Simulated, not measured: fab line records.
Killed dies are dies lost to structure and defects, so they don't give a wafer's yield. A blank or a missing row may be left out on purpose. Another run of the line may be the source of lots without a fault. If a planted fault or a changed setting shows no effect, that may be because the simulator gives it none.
fab line records	flow sky130	part 2 of 2: steps 33 to 47 of 47
record: lots: 5	wafers: 15	lastDay: 48
route steps=708 shown FIELD_ISO@24 NWELL@32 DNWELL@35 PWDE@45
lots untouched by any fault: they come from a run of this same line in which no faults occurred
startH: start of the lot's first displayed wafer, in hours after the record's first day	waitH: hours from the lot's prior step to this one	" as in the row above	L1.1+2: a row that stands for several wafers	- no value, or no start given	* or withheld: withheld	< > ~ a bound
route shown NAME@n: a module of which the file shows steps, and the number in the route of the first	usual: average and standard deviation across the fault-free wafers	same: alike in all rows	chamber/n: place in a boat	sites: per-site readings	_std_site: the values' standard deviation	_edge_site: mean of outer sites minus mean of inner sites	radiusMm: how far each site lies from the wafer's centre	mask NAME#n: copy n	behind: tool/chamber where the wafer was last shaped	hold: what put the lot on hold/how long, in hours/how the hold closed	device: the transistor (n, p or np) that didn't switch	end of line: the tests these same wafers got at the end of their route	a step with no rows: only its recipe	killed: at the first sort, the dies lost to defects and structure; wafer yield is something else	map: shows each die of a wafer: x if killed, . if not, _ if none is there
set.NAME: the setting that was run; set.NAME@STEP: the one run at that earlier step	model.NAME: the simulator's own value behind a step, which no gauge read
lots at some steps of the route; a table a step, a row a wafer
services: a tool's chamber out of use, with start hour (startH, from the record's first day; less than 0 if before it), hours out, and reason
== steps ==
step: SKY_NWELL_DEHYDRATE_03
recipe: tempC: 200	timeS: 60
lot.wafer	tool	chamber	startH	waitH
L075.2+5+6	lithoTrack-03	0	81.42	7.5
L077.2+4+5	lithoTrack-03	0	92.57	7.1
L079.1+5+6	lithoTrack-03	0	102.85	8.6
L082.1+3+5	lithoTrack-04	0	118.87	8.7
L087.3+5+6	lithoTrack-04	0	150.22	8.6
step: SKY_NWELL_HMDS_04
recipe: primeTimeS: 60	primeTempC: 120
lot.wafer	tool	chamber	startH	waitH
L075.2+5+6	lithoTrack-03	0	81.57	0.1
L077.2+4+5	lithoTrack-03	0	92.72	0.1
L079.1+5+6	lithoTrack-03	0	103.00	0.1
L082.1+3+5	lithoTrack-04	0	119.02	0.1
L087.3+5+6	lithoTrack-04	0	150.37	0.1
step: SKY_NWELL_COAT_05
recipe: spinRpm: 2000	resistThkNm: 3000
usual: spinSpeedRpm: 1999.9/1.4
lot.wafer	tool	chamber	startH	waitH	spinSpeedRpm
L075.2	lithoTrack-03	0	81.72	0.1	2000.4
L075.5	"	0	"	"	1999.9
L075.6	"	0	"	"	1999.1
L077.2	lithoTrack-03	0	92.87	0.1	1999.4
L077.4	"	0	"	"	1999.7
L077.5	"	0	"	"	2001.2
L079.1	lithoTrack-03	0	103.15	0.1	1999.7
L079.5	"	0	"	"	2001.2
L079.6	"	0	"	"	2000.0
L082.1	lithoTrack-04	0	119.17	0.1	2003.9
L082.3	"	0	"	"	2001.2
L082.5	"	0	"	"	2001.5
L087.3	lithoTrack-04	0	150.52	0.1	1999.3
L087.5	"	0	"	"	1998.2
L087.6	"	0	"	"	1998.6
step: SKY_NWELL_SOFTBAKE_06
recipe: tempC: 110	timeS: withheld
lot.wafer	tool	chamber	startH	waitH
L075.2+5+6	lithoTrack-03	0	81.88	0.1
L077.2+4+5	lithoTrack-03	0	93.03	0.1
L079.1+5+6	lithoTrack-03	0	103.30	0.1
L082.1+3+5	lithoTrack-04	0	119.32	0.1
L087.3+5+6	lithoTrack-04	0	150.68	0.1
step: SKY_NWELL_EXPOSE_07
recipe: maskId: NWM	na: 0.6	sourceShape: conventional	sigmaOuter: 0.6	polarization: unpolarized	targetCdNm: 840	doseMj: 255
lot.wafer	tool	chamber	startH	waitH	mask
L075.2+5+6	ilineStepper-01	0	-	-	NWM#0
L077.2+4+5	ilineStepper-02	0	-	-	NWM#0
L079.1+5+6	ilineStepper-02	0	-	-	NWM#0
L082.1+3+5	ilineStepper-02	0	-	-	NWM#0
L087.3+5+6	ilineStepper-01	0	-	-	NWM#0
step: SKY_NWELL_PEB_08
recipe: tempC: 115	timeS: withheld
lot.wafer	tool	chamber	startH	waitH
L075.2+5+6	lithoTrack-03	0	-	-
L077.2+4+5	lithoTrack-03	0	-	-
L079.1+5+6	lithoTrack-03	0	-	-
L082.1+3+5	lithoTrack-03	0	-	-
L087.3+5+6	lithoTrack-01	0	-	-
step: SKY_NWELL_DEVELOP_09
recipe: wallAngleDeg: 90	developer: TMAH	developTimeS: 60	devTempC: 23
lot.wafer	tool	chamber	startH	waitH
L075.2+5+6	lithoTrack-03	0	-	-
L077.2+4+5	lithoTrack-03	0	-	-
L079.1+5+6	lithoTrack-03	0	-	-
L082.1+3+5	lithoTrack-03	0	-	-
L087.3+5+6	lithoTrack-01	0	-	-
step: SKY_NWELL_OVL_MEAS_10
usual: NWELL_00_OVL: -0.4/1.4
lot.wafer	tool	chamber	startH	waitH	NWELL_00_OVL[nm]
L075.2	overlay-02	-	90.15	-	-1.7
L075.5	"	-	"	"	-1.3
L075.6	"	-	"	"	-0.9
L077.2	overlay-02	-	102.25	-	-0.3
L077.4	"	-	"	"	-2.1
L077.5	"	-	"	"	-1.4
L079.1	overlay-02	-	111.95	-	-2.3
L079.5	"	-	"	"	-1.4
L079.6	"	-	"	"	-1.2
L082.1	overlay-01	-	128.40	-	0.5
L082.3	"	-	"	"	-1.4
L082.5	"	-	"	"	-1.6
L087.3	overlay-02	-	160.55	-	-1.1
L087.5	"	-	"	"	-0.8
L087.6	"	-	"	"	-2.0
step: SKY_NWELL_IMPLANT_11
recipe: species: P	energyKev: 400	doseCm2: 1.9e+13	tiltDeg: withheld
same: implantIonAmu: 31
lot.wafer	tool	chamber	startH	waitH
L075.2+5+6	implanter-02	0	90.21	0.0
L077.2+4+5	implanter-02	0	102.31	0.0
L079.1+5+6	implanter-03	0	111.98	0.0
L082.1+3+5	implanter-03	0	128.43	0.0
L087.3+5+6	implanter-02	0	160.63	0.1
step: SKY_NWELL_IMPLANT_12
recipe: species: P	energyKev: 120	doseCm2: 1.3e+12	tiltDeg: withheld
same: implantIonAmu: 31
lot.wafer	tool	chamber	startH	waitH
L075.2+5+6	implanter-02	0	90.36	0.1
L077.2+4+5	implanter-02	0	102.46	0.1
L079.1+5+6	implanter-03	0	112.13	0.1
L082.1+3+5	implanter-03	0	128.58	0.1
L087.3+5+6	implanter-02	0	160.78	0.1
step: SKY_NWELL_IMPLANT_13
recipe: species: P	energyKev: 50	doseCm2: 7e+11	tiltDeg: withheld
same: implantIonAmu: 31
lot.wafer	tool	chamber	startH	waitH
L075.2+5+6	implanter-02	0	90.51	0.1
L077.2+4+5	implanter-02	0	102.61	0.1
L079.1+5+6	implanter-03	0	112.28	0.1
L082.1+3+5	implanter-03	0	128.73	0.1
L087.3+5+6	implanter-02	0	160.93	0.1
step: SKY_NWELL_STRIP_14
recipe: chemistry: O2/N2	powerW: 1400	pressureMtorr: 1500	platenTempC: withheld	o2FlowSccm: 3000	n2FlowSccm: 300	overashFraction: 0.5
usual: drypumpMotorCurrentA: 5.8/0.48	oesProductAu: 0.722/0.0043	stripTimeToEndpointS: 36.96/0.11
lot.wafer	tool	chamber	startH	waitH	drypumpMotorCurrentA	oesProductAu	rfHoursCounterH	stripTimeToEndpointS
L075.2	plasmaAsher-03	1	90.63	0.1	5.7	0.717	39	36.83
L075.5	"	0	"	"	6.4	0.724	-	36.83
L075.6	"	1	"	"	5.7	0.721	-	36.98
L077.2	plasmaAsher-03	0	102.73	0.1	6.3	0.722	40	36.82
L077.4	"	1	"	"	5.7	0.724	-	36.98
L077.5	"	1	"	"	5.7	0.720	-	36.88
L079.1	plasmaAsher-03	1	112.43	0.1	5.7	0.727	41	36.94
L079.5	"	0	"	"	6.3	0.711	-	36.85
L079.6	"	1	"	"	5.7	0.719	-	36.85
L082.1	plasmaAsher-01	1	128.88	0.1	6.2	0.722	46	37.06
L082.3	"	0	"	"	4.9	0.715	-	37.04
L082.5	"	0	"	"	4.9	0.720	-	37.05
L087.3	plasmaAsher-03	0	161.06	0.1	6.3	0.725	-	36.77
L087.5	"	1	"	"	5.7	0.726	-	36.74
L087.6	"	0	"	"	6.3	0.729	-	36.86
step: SKY_NWELL_TW_MEAS_15
usual: NWELL_TW: 1814/24
lot.wafer	tool	chamber	startH	waitH	NWELL_TW
L075.2	filmMetro-02	-	90.74	0.1	1826
L075.5	"	-	"	"	1830
L075.6	"	-	"	"	1826
L077.2	filmMetro-03	-	102.84	0.1	1856
L077.4	"	-	"	"	1843
L077.5	"	-	"	"	1835
L079.1	filmMetro-02	-	112.53	0.1	1848
L079.5	"	-	"	"	1844
L079.6	"	-	"	"	1834
L082.1	filmMetro-01	-	128.98	0.1	1799
L082.3	"	-	"	"	1787
L082.5	"	-	"	"	1798
L087.3	filmMetro-02	-	161.15	0.1	1822
L087.5	"	-	"	"	1822
L087.6	"	-	"	"	1826
step: SKY_NWELL_DEHYDRATE_16
recipe: tempC: 200	timeS: 60
lot.wafer	tool	chamber	startH	waitH
L075.2+5+6	lithoTrack-03	0	99.07	8.3
L077.2+4+5	lithoTrack-01	0	111.22	8.4
L079.1+5+6	lithoTrack-04	0	121.02	8.5
L082.1+3+5	lithoTrack-03	0	137.90	8.9
L087.3+5+6	lithoTrack-01	0	169.99	8.8
step: SKY_NWELL_HMDS_17
recipe: primeTimeS: 60	primeTempC: 120
lot.wafer	tool	chamber	startH	waitH
L075.2+5+6	lithoTrack-03	0	99.22	0.1
L077.2+4+5	lithoTrack-01	0	111.37	0.1
L079.1+5+6	lithoTrack-04	0	121.17	0.1
L082.1+3+5	lithoTrack-03	0	138.05	0.1
L087.3+5+6	lithoTrack-01	0	170.14	0.1
== services ==
tool	chamber	startH	hours	kind
furnace-02	-	17.55	3.0	pm
ilineStepper-01	-	32.37	10.8	repair
implanter-02	-	40.63	17.0	pm
plasmaAsher-04	-	47.03	2.8	pm
implanter-03	-	47.38	0.5	repair
hdpcvd-01	-	48.45	2.4	repair
implanter-03	-	55.38	2.8	repair
implanter-04	-	59.96	1.0	repair
cmp-02	-	64.00	4.0	pm
hdpcvd-02	-	66.75	15.0	pm
cmp-02	-	74.58	4.1	pm
plasmaAsher-04	-	78.26	2.8	repair
cmp-02	-	85.40	20.4	pm
furnace-01	-	86.28	3.5	pm
plasmaAsher-03	-	86.43	1.5	repair
ilineStepper-01	-	96.63	4.4	pm
implanter-01	-	106.64	3.3	pm
implanter-04	-	121.66	27.8	pm
cmp-01	-	129.64	7.8	pm
implanter-03	-	129.98	43.0	repair
furnace-01	-	136.87	4.1	pm
plasmaAsher-03	-	139.55	0.5	repair
plasmaAsher-01	-	155.11	2.7	repair
implanter-02	-	163.36	2.7	pm
